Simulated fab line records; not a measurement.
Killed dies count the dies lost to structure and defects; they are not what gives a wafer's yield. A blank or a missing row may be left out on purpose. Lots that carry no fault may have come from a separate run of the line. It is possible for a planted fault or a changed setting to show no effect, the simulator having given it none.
Chamber matching | flow sky130 | SKY_VIA3_CMP_24 on cmp-02: 4 sister chambers
The step polishes, stops on SiO2, t overpolish 20 s, target thk 0 nm. 14 wafers are shown with their chamber, then 7 later ones without.

== EACH WAFER AND ITS CHAMBER ==
wafer  | chamber | motor current A (A) | overpolish run s (s) | time to endpoint s (s)
L775.4 | 1       | 11.1                | 19.994               | 90
L775.5 | 1       | 10.4                | 20.001               | 90
L775.6 | 2       | 12.0                | 20.009               | 87
L777.1 | 1       | 10.9                | 20.012               | 89
L777.5 | 0       | 11.4                | 19.983               | 88
L777.6 | 3       | 12.4                | 20.006               | 92
L781.2 | 0       | 10.8                | 19.997               | 90
L781.4 | 2       | 12.7                | 19.987               | 97
L781.6 | 1       | 10.5                | 20.003               | 93
L784.2 | 2       | 12.8                | 19.989               | 100
L784.3 | 3       | 12.9                | 20.021               | 99
L784.6 | 0       | 10.8                | 19.989               | 100
L786.1 | 3       | 13.1                | 19.993               | 96
L786.2 | 2       | 13.3                | 20.003               | 92

SIGNATURES, as means of the wafers listed above
reading            | chamber 0 | chamber 1 | chamber 2 | chamber 3 | scatter within a chamber
motor current A    | 11.000    | 10.725    | 12.700    | 12.800    | 0.411
overpolish run s   | 19.98967  | 20.00250  | 19.99700  | 20.00667  | 0.01
time to endpoint s | 92.67     | 90.50     | 94.00     | 95.67     | 4.63
Rule: for a wafer and a chamber, the distance is found by dividing, reading by reading, the gap between the wafer's reading and the chamber's mean by the reading's scatter, squaring, summing and taking the root. If the next closest chamber is less than 2 further off than the closest, the wafer can't be placed; otherwise it belongs to the closest. How the scatter is found: for the shown wafers, subtract from each reading the mean of its chamber, square and add these, divide the total by (wafers less chambers), then take the root.

== WAFERS MISSING THEIR CHAMBER ==
wafer  | motor current A (A) | overpolish run s (s) | time to endpoint s (s)
L786.3 | 10.8                | 19.998               | 92
L787.1 | 10.9                | 19.986               | 103
L787.5 | 11.8                | 19.995               | 97
L787.6 | 11.2                | 20.001               | 100
L794.2 | 12.3                | 20.015               | 96
L794.4 | 12.2                | 19.991               | 98
L794.5 | 12.6                | 19.998               | 94

== EACH ONE'S CHAMBER ==
wafer  | from the rows above               | in truth
L786.3 | can't be placed: 1 or 0           | 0
L787.1 | can't be placed: 0 or 1           | 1
L787.5 | can't be placed: 0 or 2 or 3 or 1 | 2
L787.6 | can't be placed: 0 or 1 or 2      | 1
L794.2 | can't be placed: 3 or 2           | 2
L794.4 | can't be placed: 2 or 3 or 0      | 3
L794.5 | can't be placed: 2 or 3           | 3
Correct placement for 0 of the 7. Cannot be placed on the basis of these rows: 7; the candidates contain the true chamber in 7. Wrongly placed: 0.
